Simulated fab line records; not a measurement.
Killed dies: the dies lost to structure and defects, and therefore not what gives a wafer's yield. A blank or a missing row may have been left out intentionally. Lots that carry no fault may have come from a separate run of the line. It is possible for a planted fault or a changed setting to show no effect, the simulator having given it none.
A struck lot beside a sound one ; flow sky130 ; 15 steps out of a route of 708
Sound: these wafers, L456.1, L456.4, L456.6. The struck wafers were L468.2, L468.4, L468.6. Last of all comes the cause.
Per side, at each step with rows, come the tool, then ch with its chambers, and then its first start. Under that, the readings that differ: sound wafers ; struck wafers ; difference of the means ; sigmas: that difference in standard deviations of wafers without a fault.
alike: readings with means less than 2 such deviations apart, plus words and numbers identical on both sides. not compared: withheld readings, readings lacking a value on some wafer, bounds such as >300 that could conceal the same value, and numbers that have no deviation in the record and whose values overlap.
Wherever a step has rows on one side only, a row that says differs or no value, or a row with sigmas, the two part there. Numbers that don't overlap but have no deviation are shown without sigmas and don't part them. A reading that every wafer of one side lacks parts them only if that side has two wafers or more.

SKY_VIA2_STRIP_16: strips in O2/N2.
  sound on plasma_asher-03 ch 0,1, day 37 22:37; struck on plasma_asher-04 ch 0,1, day 41 06:52
  alike: chamber_pressure_mTorr, drypump_motor_current_A, oes_product_au, strip_time_to_endpoint_s
  not compared: rf_hours_counter_h
then, 4 steps without rows for these wafers: SKY_VIA2_STRIP_17 (strips in post etch residue remover, time 1200 s); SKY_VIA2_CLEAN_18 (cleans in IPA, time 180 s); SKY_VIA2_CLEAN_19 (cleans in O3/DIW); SKY_VIA2_SPUTTER_20 (material TiN, target thk 20 nm, time 80 s).
SKY_VIA2_CVD_21: deposits W, target thk 420 nm, time 126.4 s.
  sound on cvd_w-02 ch 0,1, day 37 23:17; struck on cvd_w-01 ch 0,1, day 41 07:31
  alike: heater_power_w
  not compared: since_wet_clean_h
SKY_VIA2_RS_MEAS_22: the measuring method here is four-point-probe.
  struck on film_metro-03, day 41 07:40; sound on film_metro-04, day 37 23:25
  alike: VIA2_W_RS
SKY_VIA2_THK_MEAS_23: measures by xrf.
  struck on film_metro-03, day 41 07:47; sound on film_metro-04, day 37 23:32
reading;sound;struck;difference;sigmas
VIA2_W_THK (nm);416 434 431;405 407 412;-19;-2
SKY_VIA2_CMP_24: polishes, stops on SiO2, t overpolish 20 s, target thk 0 nm.
  sound on cmp-02 ch 0,2, day 37 23:38; struck on cmp-02 ch 0,2,3, day 41 07:53
  alike: motor_current_A, overpolish_run_s, retaining_ring_pressure_frac, slurry_flow_ml_min, time_to_endpoint_s
SKY_METAL3_SPUTTER_00: material Ti, target thk 15 nm, time 10 s.
  struck on pvd_sputter-03, day 41 08:08; sound on pvd_sputter-02, day 37 23:53
  alike: throttle_valve_pct
SKY_METAL3_SPUTTER_01: material TiN, target thk 20 nm, time 16.7 s.
  struck on pvd_sputter-03, day 41 08:09; sound on pvd_sputter-02, day 37 23:55
  alike: throttle_valve_pct
then, 1 step without rows for these wafers: SKY_METAL3_SPUTTER_02 (material AlCu, target thk 735 nm, time 39.1 s).
SKY_METAL3_SPUTTER_03: material Ti, target thk 5 nm, time 3.3 s.
  struck on pvd_sputter-03, day 41 08:13; sound on pvd_sputter-02, day 37 23:58
reading;sound;struck;difference;sigmas
model.Ti_of_METAL3_SPUTTER_03.thk_nm (nm);4.952 5.104 5.116;2.012 2.22 1.961;-2.993;
  alike: throttle_valve_pct
then, 1 step without rows for these wafers: SKY_METAL3_SPUTTER_04 (material TiN, target thk 70 nm, time 58.3 s).
-- the record jumps here: 8 days lie between the struck wafers' starts before and after (it left off in module METAL3 and takes up again in module PAD_OPEN, whose first step shown is number 708 of the route) --
SKY_PAD_OPEN_PROBE_99:
  struck on prober-01, day 49 16:35; sound on prober-01, day 46 23:48
reading;sound;struck;difference;sigmas
killed_at_other;1 0 0;2 2 1;+1;+2
  alike: defect_limited_yield, killed_at_M0_to_M3, killed_at_M4_up, killed_at_contacts, killed_at_front_end, killed_dies, killed_on_rim, killed_open, killed_short, sort_bin_3_pad_short, sort_bin_5_function, sort_bin_6_memory, sort_n_pass, sort_yield_pct

== WHERE THEY PART ==
Earliest at SKY_VIA2_THK_MEAS_23; latest, in this record, at SKY_PAD_OPEN_PROBE_99.

WHY: what the simulator had put in
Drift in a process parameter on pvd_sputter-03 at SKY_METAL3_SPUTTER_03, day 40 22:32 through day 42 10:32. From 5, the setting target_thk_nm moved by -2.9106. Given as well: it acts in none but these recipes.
